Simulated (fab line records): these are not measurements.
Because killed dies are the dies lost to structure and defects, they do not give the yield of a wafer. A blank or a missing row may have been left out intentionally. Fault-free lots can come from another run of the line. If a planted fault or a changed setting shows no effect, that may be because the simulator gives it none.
Matching of chambers + flow sky130 + SKY_FIELD_ISO_CMP_27 on cmp-01 has 4 sister chambers
The step polishes, stops on Si3N4, t overpolish 16 s, target thk 457.8 nm. 8 wafers are shown with their chamber, then 7 later ones without.

WAFERS, EACH WITH ITS CHAMBER
| wafer  | chamber | motor current A (A) | time to endpoint s (s) |
|--------|---------|---------------------|------------------------|
| L353.1 | 1       | 12.4                | 114                    |
| L355.2 | 1       | 12.9                | 117                    |
| L355.4 | 3       | 11.0                | 117                    |
| L359.1 | 2       | 10.5                | 111                    |
| L359.2 | 0       | 13.8                | 111                    |
| L359.6 | 3       | 11.6                | 113                    |
| L361.1 | 2       | 11.4                | 114                    |
| L361.4 | 0       | 14.2                | 112                    |

WAFERS WITHOUT THEIR CHAMBER
| wafer  | motor current A (A) | time to endpoint s (s) |
|--------|---------------------|------------------------|
| L361.6 | 12.8                | 115                    |
| L373.1 | 13.6                | 112                    |
| L373.2 | 10.6                | 109                    |
| L373.6 | 12.6                | 111                    |
| L375.2 | 13.1                | 115                    |
| L375.3 | 11.0                | 113                    |
| L375.4 | 14.2                | 116                    |

WHICH CHAMBER EACH WENT THROUGH
| wafer  | from the rows above               | in truth |
|--------|-----------------------------------|----------|
| L361.6 | 1                                 | 1        |
| L373.1 | can't be placed: 0 or 1           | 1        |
| L373.2 | can't be placed: 2 or 3           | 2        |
| L373.6 | can't be placed: 1 or 0 or 3 or 2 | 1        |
| L375.2 | can't be placed: 1 or 0           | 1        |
| L375.3 | can't be placed: 2 or 3           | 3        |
| L375.4 | can't be placed: 0 or 1           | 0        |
Placed correctly: 1 of 7. From these rows, 6 cannot be placed; in 6 the true chamber is one of the candidates. 0 placed wrongly.
How it was worked out, from the rows above alone: a wafer's distance from a chamber is the root of the sum, over the readings, of the square of ((its reading less the chamber's mean) divided by the reading's scatter). If the next closest chamber is less than 2 further off than the closest, the wafer can't be placed; otherwise it belongs to the closest. Each chamber's mean is taken over the wafers shown for it. The scatter is the square root of a quotient: the sum, over the shown wafers, of each reading's squared deviation from its chamber's mean, divided by wafers minus chambers.
